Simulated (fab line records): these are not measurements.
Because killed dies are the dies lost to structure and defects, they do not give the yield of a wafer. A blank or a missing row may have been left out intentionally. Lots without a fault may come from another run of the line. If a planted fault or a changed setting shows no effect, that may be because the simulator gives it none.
Chamber matching :: flow gf180mcu :: cmp-01 running GF_V1_CMP_04: 4 sister chambers
The step polishes SiO2. 4 wafers are shown with their chamber, then 12 later ones without.

== WAFERS WITH THEIR CHAMBER ==
wafer: L086.1
chamber: 3
motorCurrentA (A): 10.9

wafer: L088.2
chamber: 2
motorCurrentA (A): 11.9

wafer: L088.5
chamber: 1
motorCurrentA (A): 11.7

wafer: L088.6
chamber: 0
motorCurrentA (A): 13.6

== WAFERS WITH NO CHAMBER GIVEN ==
wafer: L092.1
motorCurrentA (A): 13.0

wafer: L092.2
motorCurrentA (A): 13.2

wafer: L092.6
motorCurrentA (A): 12.8

wafer: L091.1
motorCurrentA (A): 11.9

wafer: L091.2
motorCurrentA (A): 10.5

wafer: L091.4
motorCurrentA (A): 11.5

wafer: L094.2
motorCurrentA (A): 11.4

wafer: L094.3
motorCurrentA (A): 13.7

wafer: L094.4
motorCurrentA (A): 12.8

wafer: L096.2
motorCurrentA (A): 12.6

wafer: L096.3
motorCurrentA (A): 10.9

wafer: L096.5
motorCurrentA (A): 12.6

== EACH ONE'S CHAMBER ==
wafer: L092.1
from the rows above: can't be placed: 0 or 2 or 1
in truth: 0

wafer: L092.2
from the rows above: can't be placed: 0 or 2
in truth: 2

wafer: L092.6
from the rows above: can't be placed: 0 or 2 or 1
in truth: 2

wafer: L091.1
from the rows above: can't be placed: 2 or 1 or 3
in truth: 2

wafer: L091.2
from the rows above: can't be placed: 3 or 1 or 2
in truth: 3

wafer: L091.4
from the rows above: can't be placed: 1 or 2 or 3
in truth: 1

wafer: L094.2
from the rows above: can't be placed: 1 or 2 or 3
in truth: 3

wafer: L094.3
from the rows above: 0
in truth: 0

wafer: L094.4
from the rows above: can't be placed: 0 or 2 or 1
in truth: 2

wafer: L096.2
from the rows above: can't be placed: 2 or 1 or 0 or 3
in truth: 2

wafer: L096.3
from the rows above: can't be placed: 3 or 1 or 2
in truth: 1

wafer: L096.5
from the rows above: can't be placed: 2 or 1 or 0 or 3
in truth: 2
1 of 12 placed correctly. Unplaceable from these rows: 11, with the true chamber sitting among the candidates in 11. 0 placed wrongly.
How it was worked out, from the rows above alone: a wafer's distance from a chamber is the root of the sum, over the readings, of the square of ((its reading less the chamber's mean) divided by the reading's scatter). If the next closest chamber is less than 2 further off than the closest, the wafer can't be placed; otherwise it belongs to the closest. A chamber's mean is the mean of its shown wafers. The scatter: with one shown wafer a chamber, the root of the mean of the squares of how far each hidden wafer lies from its nearest shown one.
